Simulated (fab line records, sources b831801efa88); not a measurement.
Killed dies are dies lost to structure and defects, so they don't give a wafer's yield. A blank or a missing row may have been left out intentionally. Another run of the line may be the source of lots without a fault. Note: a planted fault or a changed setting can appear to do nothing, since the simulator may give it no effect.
fab line records    flow gf180mcu
record lots=13  wafers=39  last_day=33
route steps=602 shown NWELL@46 HV_LDD@187 CONTACT@303
lots that met no fault: from a run of the same line without faults
start_h: hours from the record's opening day to when the first of the lot's shown wafers began    wait_h: hours since the lot's step before    " identical to the entry in the row above    L1.1+2: several wafers, shown together as one row    - no value, or no start given    * or withheld: withheld    < > ~ a bound
route shown NAME@n: a module of which the file shows steps, and the number in the route of the first    usual: average and standard deviation across the fault-free wafers    same: alike in all rows    chamber/n: place in a boat    sites: the reading at each site    _std_site: their standard deviation    _edge_site: the outer-site mean with the inner-site mean subtracted    radius_mm: how far each site lies from the wafer's centre    mask NAME#n: copy n    behind: the tool/chamber that last shaped the wafer    hold: the reason the lot was held/the length of the hold in hours/how it ended    device: whichever transistor did not switch (one of n, p or np)    end of line: at the end of the route, the tests of the same wafers    for a step that has no rows: nothing shown but its recipe    killed: not the wafer's yield, but the dies lost to structure and defects at the first sort    map: a wafer's dies, x killed, . not, _ none there
set.NAME: the setting the step ran with; set.NAME@STEP: the setting that earlier step ran with    model.NAME: the simulator's own value behind a step, which no gauge read
the route's steps for a sample of lots (tables are steps, rows are wafers)
services: the hour from which a tool's chamber was out of use, counted from the record's first day as start_h (under 0 if before that day), plus the number of hours and why
## steps
# step GF_NWELL_EXPOSE_04
# recipe mask_id=Nwell  target_cd_nm=860  na=0.6  source_shape=conventional  sigma_outer=0.6  dose_mj=260
# usual exposure_dose_mJ_cm2=259.96/0.27
lot.wafer  tool              chamber  start_h  wait_h  mask        exposure_dose_mJ_cm2
L372.2     iline_stepper-01  0        48.84    -       Nwell#0     259.77
L372.3     "                 0        "        "       Nwell#0     260.26
L372.5     "                 0        "        "       Nwell#0     260.32
L375.4     iline_stepper-02  0        65.01    -       Nwell#0     259.98
L375.5     "                 0        "        "       Nwell#0     260.02
L375.6     "                 0        "        "       Nwell#0     259.69
L377.1     iline_stepper-02  0        77.35    -       Nwell#0     259.87
L377.4     "                 0        "        "       Nwell#0     259.65
L377.6     "                 0        "        "       Nwell#0     259.69
L380.3     iline_stepper-02  0        98.49    -       Nwell#0     259.41
L380.4     "                 0        "        "       Nwell#0     259.84
L380.5     "                 0        "        "       Nwell#0     259.55
L381.2     iline_stepper-02  0        107.60   -       Nwell#0     259.97
L381.4     "                 0        "        "       Nwell#0     259.86
L381.5     "                 0        "        "       Nwell#0     260.11
L384.1     iline_stepper-01  0        121.05   -       Nwell#0     259.38
L384.3     "                 0        "        "       Nwell#0     259.91
L384.4     "                 0        "        "       Nwell#0     259.71
L385.2     iline_stepper-02  0        125.19   -       Nwell#0     260.20
L385.4     "                 0        "        "       Nwell#0     260.64
L385.6     "                 0        "        "       Nwell#0     259.93
L387.3     iline_stepper-02  0        133.81   -       Nwell_R1#0  259.89
L387.4     "                 0        "        "       Nwell_R1#0  260.11
L387.6     "                 0        "        "       Nwell_R1#0  260.24
L388.2     iline_stepper-01  0        140.09   -       Nwell#0     260.24
L388.3     "                 0        "        "       Nwell#0     260.05
L388.5     "                 0        "        "       Nwell#0     260.28
L390.1     iline_stepper-02  0        145.93   -       Nwell#0     260.19
L390.2     "                 0        "        "       Nwell#0     260.13
L390.6     "                 0        "        "       Nwell#0     259.82
L392.2     iline_stepper-02  0        156.95   -       Nwell#0     259.84
L392.3     "                 0        "        "       Nwell#0     259.85
L392.4     "                 0        "        "       Nwell#0     259.36
L393.2     iline_stepper-01  0        166.49   -       Nwell#0     260.32
L393.4     "                 0        "        "       Nwell#0     259.88
L393.5     "                 0        "        "       Nwell#0     259.76
L394.2     iline_stepper-02  0        167.77   -       Nwell#0     259.60
L394.3     "                 0        "        "       Nwell#0     259.69
L394.5     "                 0        "        "       Nwell#0     259.51
# step GF_HV_LDD_TW_MEAS_11
# usual HV_LDD_TW=2398/25
lot.wafer  tool           chamber  start_h  wait_h  HV_LDD_TW
L372.2     film_metro-02  -        211.99   0.1     2381
L372.3     "              -        "        "       2370
L372.5     "              -        "        "       2368
L375.4     film_metro-01  -        233.16   0.1     2409
L375.5     "              -        "        "       2398
L375.6     "              -        "        "       2395
L377.1     film_metro-03  -        254.63   0.1     2426
L377.4     "              -        "        "       2417
L377.6     "              -        "        "       2415
L380.3     film_metro-01  -        280.00   0.1     2397
L380.4     "              -        "        "       2394
L380.5     "              -        "        "       2396
L381.2     film_metro-03  -        298.67   0.1     2429
L381.4     "              -        "        "       2427
L381.5     "              -        "        "       2427
L384.1     film_metro-01  -        313.81   0.1     2415
L384.3     "              -        "        "       2425
L384.4     "              -        "        "       2428
L385.2     film_metro-02  -        314.12   0.1     2373
L385.4     "              -        "        "       2383
L385.6     "              -        "        "       2363
L387.3     film_metro-01  -        333.90   0.1     2401
L387.4     "              -        "        "       2418
L387.6     "              -        "        "       2421
L388.2     film_metro-02  -        342.16   0.1     2374
L388.3     "              -        "        "       2363
L388.5     "              -        "        "       2375
L390.1     film_metro-01  -        348.26   0.1     2414
L390.2     "              -        "        "       2418
L390.6     "              -        "        "       2409
L392.2     film_metro-03  -        368.27   0.1     2419
L392.3     "              -        "        "       2410
L392.4     "              -        "        "       2416
L393.2     film_metro-02  -        381.72   0.1     2369
L393.4     "              -        "        "       2367
L393.5     "              -        "        "       2360
L394.2     film_metro-03  -        382.19   0.1     2413
L394.3     "              -        "        "       2416
L394.5     "              -        "        "       2422
# step GF_HV_LDD_TW_MEAS_38
# usual HV_LDD_3_TW=1429/14
lot.wafer  tool           chamber  start_h  wait_h  HV_LDD_3_TW
L372.2     film_metro-02  -        248.96   0.1     1407
L372.3     "              -        "        "       1411
L372.5     "              -        "        "       1407
L375.4     film_metro-03  -        272.14   0.1     1439
L375.5     "              -        "        "       1438
L375.6     "              -        "        "       1436
L377.1     film_metro-01  -        294.46   0.1     1428
L377.4     "              -        "        "       1428
L377.6     "              -        "        "       1427
L380.3     film_metro-02  -        321.30   0.1     1409
L380.4     "              -        "        "       1412
L380.5     "              -        "        "       1419
L381.2     film_metro-01  -        340.54   0.1     1431
L381.4     "              -        "        "       1437
L381.5     "              -        "        "       1432
L384.1     film_metro-02  -        357.20   0.1     1418
L384.3     "              -        "        "       1403
L384.4     "              -        "        "       1417
L385.2     film_metro-02  -        357.82   0.1     1415
L385.4     "              -        "        "       1401
L385.6     "              -        "        "       1404
L387.3     film_metro-03  -        376.85   0.1     1439
L387.4     "              -        "        "       1442
L387.6     "              -        "        "       1439
L388.2     film_metro-03  -        386.74   0.1     1447
L388.3     "              -        "        "       1437
L388.5     "              -        "        "       1438
L390.1     film_metro-03  -        392.28   0.1     1437
L390.2     "              -        "        "       1444
L390.6     "              -        "        "       1439
L392.2     film_metro-02  -        413.32   0.1     1399
L392.3     "              -        "        "       1397
L392.4     "              -        "        "       1395
L393.2     film_metro-03  -        429.49   0.1     1430
L393.4     "              -        "        "       1429
L393.5     "              -        "        "       1430
L394.2     film_metro-02  -        429.59   0.1     1388
L394.3     "              -        "        "       1402
L394.5     "              -        "        "       1399
# step GF_CONTACT_ETCH_16
# recipe chemistry=N2/H2  target_depth_a=withheld  overetch_a=withheld  time_s=withheld  target=BARC  ion_energy_ev=200  source_w=500  bias_w=100  pressure_mtorr=30  n2_flow_sccm=100  h2_flow_sccm=200
# usual chamber_pressure_mTorr=29.999/0.027  drypump_motor_current_A=5.6/0.6  oes_product_au=0.854/0.0043  throttle_valve_pct=13.224/0.0087
lot.wafer  tool         chamber  start_h  wait_h  chamber_pressure_mTorr  drypump_motor_current_A  oes_product_au  throttle_valve_pct
L372.2     rie_diel-03  0        354.70   0.0     30.022                  5.1                      0.855           13.226
L372.3     "            3        "        "       29.961                  6.6                      0.855           13.241
L372.5     "            3        "        "       30.031                  6.6                      0.853           13.211
L375.4     rie_diel-01  1        381.63   0.0     29.984                  5.8                      0.853           13.214
L375.5     "            3        "        "       30.026                  5.3                      0.857           13.222
L375.6     "            0        "        "       29.983                  6.1                      0.855           13.224
L377.1     rie_diel-03  1        412.48   0.0     29.981                  5.1                      0.851           13.219
L377.4     "            3        "        "       29.995                  6.6                      0.850           13.223
L377.6     "            1        "        "       30.008                  5.1                      0.852           13.215
L380.3     rie_diel-01  3        437.03   0.0     30.007                  5.4                      0.856           13.218
L380.4     "            1        "        "       30.008                  5.8                      0.857           13.224
L380.5     "            1        "        "       30.011                  5.8                      0.858           13.232
L381.2     rie_diel-03  3        460.40   0.0     29.998                  6.6                      0.856           13.227
L381.4     "            1        "        "       30.018                  5.1                      0.858           13.226
L381.5     "            2        "        "       29.993                  5.1                      0.857           13.231
L384.1     rie_diel-03  2        482.50   0.0     29.969                  5.1                      0.858           13.234
L384.3     "            0        "        "       30.055                  5.1                      0.864           13.213
L384.4     "            1        "        "       29.977                  5.1                      0.863           13.232
L385.2     rie_diel-04  0        482.85   0.0     29.984                  5.4                      0.849           13.210
L385.4     "            1        "        "       30.032                  5.6                      0.858           13.222
L385.6     "            3        "        "       30.028                  5.0                      0.847           13.229
L387.3     rie_diel-03  0        500.11   0.0     29.975                  5.1                      0.849           13.230
L387.4     "            1        "        "       29.979                  5.1                      0.856           13.220
L387.6     "            3        "        "       29.984                  6.6                      0.863           13.228
L388.2     rie_diel-04  0        511.95   0.0     29.944                  5.4                      0.855           13.233
L388.3     "            3        "        "       30.028                  5.0                      0.856           13.231
L388.5     "            3        "        "       30.031                  5.0                      0.860           13.220
L390.1     rie_diel-03  1        516.08   0.0     30.009                  5.0                      0.856           13.227
L390.2     "            3        "        "       30.009                  6.6                      0.848           13.229
L390.6     "            3        "        "       30.023                  6.6                      0.859           13.227
L392.2     rie_diel-03  3        537.45   0.0     29.950                  6.6                      0.856           13.238
L392.3     "            2        "        "       29.996                  5.1                      0.854           13.231
L392.4     "            0        "        "       29.988                  5.0                      0.859           13.217
L393.2     rie_diel-03  3        551.70   0.0     29.963                  6.6                      0.850           13.238
L393.4     "            2        "        "       29.975                  5.1                      0.850           13.233
L393.5     "            0        "        "       29.982                  5.1                      0.858           13.224
L394.2     rie_diel-01  0        553.18   0.0     30.016                  6.0                      0.847           13.218
L394.3     "            3        "        "       30.011                  5.3                      0.855           13.240
L394.5     "            2        "        "       29.989                  6.7                      0.853           13.214
## services
tool              chamber  start_h  hours  kind
rie_diel-01       1        31.74    6.5    repair
rie_diel-03       1        72.04    37.1   repair
rie_diel-03       -        85.91    28.1   pm
iline_stepper-01  -        89.83    1.7    pm
rie_diel-01       2        91.48    11.9   repair
iline_stepper-01  -        151.23   6.1    repair
rie_diel-03       1        275.31   5.6    repair
iline_stepper-01  -        307.97   1.7    pm
iline_stepper-02  -        313.17   4.4    repair
iline_stepper-02  -        317.55   1.7    pm
iline_stepper-02  -        340.74   5.8    repair
rie_diel-03       2        348.04   4.6    repair
iline_stepper-02  -        350.44   5.3    repair
iline_stepper-02  -        367.86   2.6    repair
iline_stepper-02  -        370.51   14.3   repair
iline_stepper-01  -        413.29   2.8    repair
rie_diel-03       1        424.19   10.0   repair
iline_stepper-02  -        428.81   0.5    repair
iline_stepper-01  -        449.27   28.9   pm
rie_diel-03       2        452.70   2.6    repair
rie_diel-03       2        482.96   4.8    repair
iline_stepper-02  -        486.72   9.3    repair
iline_stepper-01  -        526.26   1.7    pm
iline_stepper-02  -        533.14   1.7    pm
## key
first_sign step=GF_NWELL_EXPOSE_04  reading=mask  direction=changed
effect none on later readings
met_at GF_NWELL_EXPOSE_04
struck_lots L387
rows_end L387.3,L387.4,L387.6
not_acting_at GF_HV_LDD_TW_MEAS_11,GF_HV_LDD_TW_MEAS_38,GF_CONTACT_ETCH_16
onset_between 125.19 133.81
fault kind=wrong_mask  tool=any  chamber=-  onset_h=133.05  steps=GF_NWELL_EXPOSE_04  aux_copy=Nwell_R1#0  cd_offset_nm=129  scope=struck_lots_only
# rows_end: these wafers met a further fault down the route, and their rows from its step on are left out
